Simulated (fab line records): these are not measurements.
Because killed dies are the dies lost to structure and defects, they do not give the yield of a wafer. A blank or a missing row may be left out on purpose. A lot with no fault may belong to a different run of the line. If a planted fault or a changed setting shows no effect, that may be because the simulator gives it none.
Which tool did it? / flow sfq-line / route of 325 steps, sampled at 1 step: 14 lots, 39 wafers

## WHAT THE GAUGES READ, wafer by wafer
No reading from a measuring or inspecting step in the record can be judged against a usual standard deviation.

## EACH LOT AND THE TOOL THAT RAN IT (in order: tool; ch and the chambers of the sampled wafers; start)
lot=L722; SFQ_TRILAYER_I3_VIA_BARC_OPEN_VIA_ETCH_121=rie-diel-01 ch 0,1,2, day 41 02:30
lot=L723; SFQ_TRILAYER_I3_VIA_BARC_OPEN_VIA_ETCH_121=rie-diel-04 ch 2,3, day 41 04:59
lot=L724; SFQ_TRILAYER_I3_VIA_BARC_OPEN_VIA_ETCH_121=rie-diel-04 ch 1,2,3, day 41 10:23
lot=L725; SFQ_TRILAYER_I3_VIA_BARC_OPEN_VIA_ETCH_121=rie-diel-03 ch 0,1,2, day 41 11:35
lot=L727; SFQ_TRILAYER_I3_VIA_BARC_OPEN_VIA_ETCH_121=rie-diel-03 ch 1,2,3, day 41 17:35
lot=L728; SFQ_TRILAYER_I3_VIA_BARC_OPEN_VIA_ETCH_121=rie-diel-01 ch 0,1,3, day 41 19:59
lot=L729; SFQ_TRILAYER_I3_VIA_BARC_OPEN_VIA_ETCH_121=rie-diel-03 ch 0,2,3, day 42 04:59
lot=L734; SFQ_TRILAYER_I3_VIA_BARC_OPEN_VIA_ETCH_121=rie-diel-03 ch 2,3, day 44 19:41
lot=L736; SFQ_TRILAYER_I3_VIA_BARC_OPEN_VIA_ETCH_121=rie-diel-03 ch 1, day 44 23:19
lot=L740; SFQ_TRILAYER_I3_VIA_BARC_OPEN_VIA_ETCH_121=rie-diel-04 ch 1,3, day 50 04:09
lot=L741; SFQ_TRILAYER_I3_VIA_BARC_OPEN_VIA_ETCH_121=rie-diel-04 ch 0,1,3, day 51 04:31
lot=L742; SFQ_TRILAYER_I3_VIA_BARC_OPEN_VIA_ETCH_121=rie-diel-01 ch 0,1,2, day 51 05:43
lot=L743; SFQ_TRILAYER_I3_VIA_BARC_OPEN_VIA_ETCH_121=rie-diel-01 ch 1,3, day 51 12:38
lot=L744; SFQ_TRILAYER_I3_VIA_BARC_OPEN_VIA_ETCH_121=rie-diel-01 ch 0,2, day 53 00:31
- SFQ_TRILAYER_I3_VIA_BARC_OPEN_VIA_ETCH_121: etches BARC in O2, target depth 125 nm, time 41.7 s.

## AS READ BY THE TOOLS THEMSELVES (means over the sampled wafers that have a number; for cases with no such wafer, the mark the record gives instead)
SFQ_TRILAYER_I3_VIA_BARC_OPEN_VIA_ETCH_121.
lot=L722; tool=rie-diel-01; drypump-motor-current-A (A)=5.4; oes-product-au (a.u.)=0.683; run-length-s (s)=69.6
lot=L723; tool=rie-diel-04; drypump-motor-current-A (A)=5.3; oes-product-au (a.u.)=0.686; run-length-s (s)=69.7
lot=L724; tool=rie-diel-04; drypump-motor-current-A (A)=5.5; oes-product-au (a.u.)=0.685; run-length-s (s)=69.8
lot=L725; tool=rie-diel-03; drypump-motor-current-A (A)=5.6; oes-product-au (a.u.)=0.691; run-length-s (s)=70.1
lot=L727; tool=rie-diel-03; drypump-motor-current-A (A)=5.3; oes-product-au (a.u.)=0.682; run-length-s (s)=70.8
lot=L728; tool=rie-diel-01; drypump-motor-current-A (A)=5.4; oes-product-au (a.u.)=0.685; run-length-s (s)=69.9
lot=L729; tool=rie-diel-03; drypump-motor-current-A (A)=5.7; oes-product-au (a.u.)=0.689; run-length-s (s)=70.5
lot=L734; tool=rie-diel-03; drypump-motor-current-A (A)=5.6; oes-product-au (a.u.)=0.676; run-length-s (s)=71.6
lot=L736; tool=rie-diel-03; drypump-motor-current-A (A)=4.8; oes-product-au (a.u.)=0.672; run-length-s (s)=72.6
lot=L740; tool=rie-diel-04; drypump-motor-current-A (A)=5.6; oes-product-au (a.u.)=0.683; run-length-s (s)=69.4
lot=L741; tool=rie-diel-04; drypump-motor-current-A (A)=5.7; oes-product-au (a.u.)=0.685; run-length-s (s)=69.8
lot=L742; tool=rie-diel-01; drypump-motor-current-A (A)=5.3; oes-product-au (a.u.)=0.684; run-length-s (s)=69.7
lot=L743; tool=rie-diel-01; drypump-motor-current-A (A)=5.6; oes-product-au (a.u.)=0.688; run-length-s (s)=69.8
lot=L744; tool=rie-diel-01; drypump-motor-current-A (A)=5.2; oes-product-au (a.u.)=0.682; run-length-s (s)=69.5

## THE ANSWER, worked out from the rows above alone
Rule: the lots themselves supply what counts as usual. Put in order of their means at a reading, lots are off if they are a third of the lots or fewer, leave a main group of 4 or more, and stand apart from it by a gap of 3 or more times the standard deviation of the main group's means; of several such gaps the widest counts. Not used: any main group whose means are identical at the precision the tables above print for the reading. Also off: a lot with no number at a reading for which 4 or more lots have one. The other lots that the step has rows for count as sound. The gauges are gone through in route order, then the tools' own readings, and for those a lot's mean is taken as printed above. At the first step where some lot is off, the reading lying furthest off is the one used; lots without a number count as furthest.
Nothing can be told from this: no lot is off at any reading shown.

## WHAT THE SIMULATOR PUT IN
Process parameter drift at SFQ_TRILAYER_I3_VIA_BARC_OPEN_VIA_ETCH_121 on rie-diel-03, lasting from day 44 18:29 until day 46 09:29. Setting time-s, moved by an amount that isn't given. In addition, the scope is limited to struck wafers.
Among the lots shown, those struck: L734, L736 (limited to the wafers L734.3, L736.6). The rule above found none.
